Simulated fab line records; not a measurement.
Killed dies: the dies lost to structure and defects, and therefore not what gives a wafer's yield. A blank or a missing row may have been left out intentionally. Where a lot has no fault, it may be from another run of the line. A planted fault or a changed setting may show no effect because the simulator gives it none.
Check for tools in common | flow sky130 | Sample size 11 lots and 33 wafers

== WHAT PROMPTED THE OPENING ==
2 of 11 lots carry a flag on the reading VIA2_W_RS at SKY_VIA2_RS_MEAS_22. Wafers without a fault read 0.2721 ohm/sq, standard deviation 0.0027.
Rule: a lot gets a flag if all its wafers with a number sit over 4 standard deviations from that mean, or if no wafer of it has a number. The rest of the lots are taken to be sound.

lot  | measured     | on            | VIA2_W_RS (ohm/sq), wafer by wafer | flag
L758 | day 35 21:16 | film metro-04 | 0.2677 0.2752 0.2717               |
L760 | day 36 11:16 | film metro-02 | 0.2724 0.2742 0.2722               |
L763 | day 37 20:31 | film metro-03 | 0.2721 0.2724 0.2705               |
L764 | day 38 03:46 | film metro-02 | 0.2719 0.2721 0.2715               |
L765 | day 38 05:05 | film metro-04 | 0.2722 0.2741 0.2714               |
L766 | day 38 17:37 | film metro-03 | 0.2711 0.2694 0.2685               |
L767 | day 38 21:46 | film metro-04 | 0.2702 0.2711 0.2677               |
L768 | day 39 11:52 | film metro-03 | 0.2709 0.2738 0.2732               |
L773 | day 40 18:25 | film metro-04 | 0.2683 0.2717 0.2680               |
L778 | day 43 14:55 | film metro-03 | 0.2944 0.2960 0.2988               | FLAGGED
L780 | day 43 15:15 | film metro-02 | 0.2952 0.2933 0.2943               | FLAGGED
The numbers of the flagged lots are 0.2953 ohm/sq on average: +0.0232 ohm/sq against the usual, or +9 standard deviations.

== WHICH TOOL EACH LOT WENT THROUGH ==
The record holds 3 process steps before the reading, out of a route of 708 steps. Each cell gives the tool, then ch followed by the chambers the sampled wafers passed through, then the start.
lot  | flag    | SKY_VIA1_CMP_24               | SKY_METAL2_SPUTTER_02        | SKY_VIA2_CVD_21
L758 |         | cmp-01 ch 1,3, day 33 13:01   | pvd sputter-04, day 33 13:19 | cvd w-01 ch 0,1, day 35 21:08
L760 |         | cmp-02 ch 2,3, day 34 04:33   | pvd sputter-01, day 34 04:54 | cvd w-02 ch 0,1, day 36 11:07
L763 |         | cmp-01 ch 0,1,3, day 35 13:31 | pvd sputter-01, day 35 13:52 | cvd w-01 ch 0,1, day 37 20:23
L764 |         | cmp-01 ch 0,1,3, day 35 20:46 | pvd sputter-02, day 35 21:04 | cvd w-02 ch 0,1, day 38 03:38
L765 |         | cmp-01 ch 1,2, day 35 22:27   | pvd sputter-02, day 35 22:48 | cvd w-01 ch 0,1, day 38 04:56
L766 |         | cmp-01 ch 0,1,2, day 36 11:58 | pvd sputter-01, day 36 12:19 | cvd w-02 ch 0,1, day 38 17:29
L767 |         | cmp-02 ch 0,2,3, day 36 15:37 | pvd sputter-01, day 36 15:52 | cvd w-02 ch 0,1, day 38 21:38
L768 |         | cmp-02 ch 0,1,2, day 37 06:13 | pvd sputter-02, day 37 06:34 | cvd w-01 ch 0,1, day 39 11:44
L773 |         | cmp-02 ch 1,2,3, day 38 12:42 | pvd sputter-04, day 38 13:02 | cvd w-02 ch 0,1, day 40 18:17
L778 | FLAGGED | cmp-02 ch 0,1,3, day 41 12:25 | pvd sputter-01, day 41 12:46 | cvd w-01 ch 0, day 43 14:41
L780 | FLAGGED | cmp-01 ch 0,1, day 41 13:11   | pvd sputter-02, day 41 13:29 | cvd w-01 ch 0, day 43 14:59
What is done by these steps:
- SKY_VIA1_CMP_24: polishes, stops on SiO2, t overpolish 15 s, target thk 0 nm.
- SKY_METAL2_SPUTTER_02: material AlCu, target thk 250 nm, time 13.3 s.
- SKY_VIA2_CVD_21: deposits W, target thk 420 nm, time 126.4 s.
- SKY_VIA2_RS_MEAS_22: measures by four-point-probe.

== FLAGGED AGAINST TOTAL, ONE TOOL AT A TIME (gauges that did the reading follow at the end) ==
step                  | tool           | lots run | flagged | share of the flagged lots | sound lots run after its first flagged lot
SKY_VIA1_CMP_24       | cmp-01         | 6        | 1       | some                      | 0
SKY_VIA1_CMP_24       | cmp-02         | 5        | 1       | some                      | 0
SKY_METAL2_SPUTTER_02 | pvd sputter-01 | 5        | 1       | some                      | 0
SKY_METAL2_SPUTTER_02 | pvd sputter-02 | 4        | 1       | some                      | 0
SKY_METAL2_SPUTTER_02 | pvd sputter-04 | 2        | 0       | none                      | -
SKY_VIA2_CVD_21       | cvd w-01       | 6        | 2       | all                       | 0
SKY_VIA2_CVD_21       | cvd w-02       | 5        | 0       | none                      | -
SKY_VIA2_RS_MEAS_22   | film metro-02  | 3        | 1       | some                      | 0
SKY_VIA2_RS_MEAS_22   | film metro-03  | 4        | 1       | some                      | 0
SKY_VIA2_RS_MEAS_22   | film metro-04  | 4        | 0       | none                      | -

== WHAT THE TABLE PERMITS ==
Rows of the table that ran each flagged lot: 1, that is cvd w-01 at SKY_VIA2_CVD_21.
- cvd w-01 at SKY_VIA2_CVD_21 ran 6 lots, 2 of them flagged. Last sound lot L768 at day 39 11:44, first flagged lot L778 at day 43 14:41; a fault beginning in between fits. Its own readings lie more than 4 standard deviations out on every wafer of the flagged lots: chamber pressure Torr.
Just one tool remains: cvd w-01 at SKY_VIA2_CVD_21.

== WHAT HAD BEEN PUT IN BY THE SIMULATOR ==
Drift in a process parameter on cvd w-01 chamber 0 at SKY_VIA2_CVD_21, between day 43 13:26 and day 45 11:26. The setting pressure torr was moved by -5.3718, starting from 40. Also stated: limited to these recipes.
Lots struck among those shown: L778, L780. This agrees with what the rule above found.
